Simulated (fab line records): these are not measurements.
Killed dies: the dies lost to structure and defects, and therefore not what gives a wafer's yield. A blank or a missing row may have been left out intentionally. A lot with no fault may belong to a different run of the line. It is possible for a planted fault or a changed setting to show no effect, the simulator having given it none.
Comparing a struck lot with a sound one || flow sky130 || 15 out of 708 route steps
Sound: the wafers L945.2, L945.3, L945.4. The struck wafers were L943.2, L943.4, L943.5. The cause comes at the end.
Order at every step that has rows: each side's tool, ch and its chambers, its first start. Under that, the readings that differ: sound wafers || struck wafers || difference of the means || sigmas: that difference in standard deviations of wafers without a fault.
alike: readings whose means differ by less than 2 such deviations, and words and numbers that are the same on both sides. not compared: withheld readings, readings that some wafer has no value for, bounds like >300 that may hide the same value, and numbers for which the record gives no deviation and whose values overlap.
The two part at a step that has a row with sigmas, a row that says differs or no value, or rows on one side only. When numbers do not overlap yet have no deviation, they are printed without sigmas and do not part them. A reading missing from all wafers of one side parts the sides only when that side holds two or more wafers.

first, 2 steps without rows for these wafers: SKY_METAL3_PEB_11; SKY_METAL3_DEVELOP_12 (develop time 60 s).
SKY_METAL3_CD_MEAS_13: target cd 300 nm.
  sound on cdSem-01, day 39 00:58; struck on cdSem-01, day 38 18:37
  alike: cdNm
SKY_METAL3_OVL_MEAS_14:
  sound on overlay-02, day 39 01:04; struck on overlay-01, day 38 18:43
  alike: METAL3_OVL
SKY_METAL3_DESCUM_15: chemistry O2, time 8 s.
  sound on rieMetal-03 ch 0,1, day 39 01:05; struck on rieMetal-03 ch 0,1, day 38 18:44
  alike: drypumpMotorCurrentA, oesProductAu, tempC
  not compared: rfHoursCounterH
SKY_METAL3_ETCH_16: etches BARC in N2/H2, stops on SiO2, time 88.2 s, target depth 60 nm.
  sound on rieMetal-03 ch 0,1, day 39 01:07; struck on rieMetal-03 ch 0,1, day 38 18:46
  alike: drypumpMotorCurrentA, n2FlowSccm, oesProductAu, throttleValvePct
  not compared: rfHoursCounterH
SKY_METAL3_ETCH_17: etches SiO2 in C4F8/O2/Ar, stops on TiN, time 3.9 s, target depth 15 nm.
  sound on rieDiel-02 ch 0,1,3, day 39 01:13; struck on rieDiel-04 ch 0,2,3, day 38 18:52
  alike: oesProductAu
  not compared: rfHoursCounterH
SKY_METAL3_METAL_ETCH_18: etches the open film in Cl2/BCl3, stops on SiO2, target depth 845 nm, time 183.1 s.
  sound on rieMetal-04 ch 0,1, day 39 01:14; struck on rieMetal-01 ch 0,1, day 38 18:53
  alike: drypumpMotorCurrentA, oesProductAu, throttleValvePct
  not compared: rfHoursCounterH
SKY_METAL3_STRIP_19: strips in O2/N2.
  sound on plasmaAsher-03 ch 0,1, day 39 01:25; struck on plasmaAsher-03 ch 0,1, day 38 19:04
  alike: drypumpMotorCurrentA, n2FlowSccm, oesProductAu, stripTimeToEndpointS
  not compared: rfHoursCounterH
then, 3 steps without rows for these wafers: SKY_METAL3_STRIP_20 (strips in post etch residue remover, time 1200 s); SKY_METAL3_CLEAN_21 (cleans in IPA, time 180 s); SKY_METAL3_CLEAN_22 (cleans in O3/DIW).
SKY_VIA3_HDPCVD_00: deposits SiO2, target thk 1635 nm, time 272.5 s.
  sound on hdpcvd-01 ch 0,1, day 39 02:01; struck on hdpcvd-01 ch 0,1, day 38 20:00
SKY_VIA3_THK_MEAS_01:
  sound on filmMetro-04, day 39 02:11; struck on filmMetro-01, day 38 20:33
{"reading": "VIA3_HDPCVD_THK (nm)", "sound": "1617 1631 1622", "struck": "3257 3296 3275", "difference": "+1653", "sigmas": "+97"}
SKY_PAD_OPEN_PROBE_99:
  the record holds rows for the sound wafers here (prober-01, day 46 03:52) but none for the struck ones

## WHERE THEY PART
Earliest at SKY_VIA3_THK_MEAS_01; latest, in this record, at SKY_PAD_OPEN_PROBE_99.

WHY: whatever the simulator had introduced
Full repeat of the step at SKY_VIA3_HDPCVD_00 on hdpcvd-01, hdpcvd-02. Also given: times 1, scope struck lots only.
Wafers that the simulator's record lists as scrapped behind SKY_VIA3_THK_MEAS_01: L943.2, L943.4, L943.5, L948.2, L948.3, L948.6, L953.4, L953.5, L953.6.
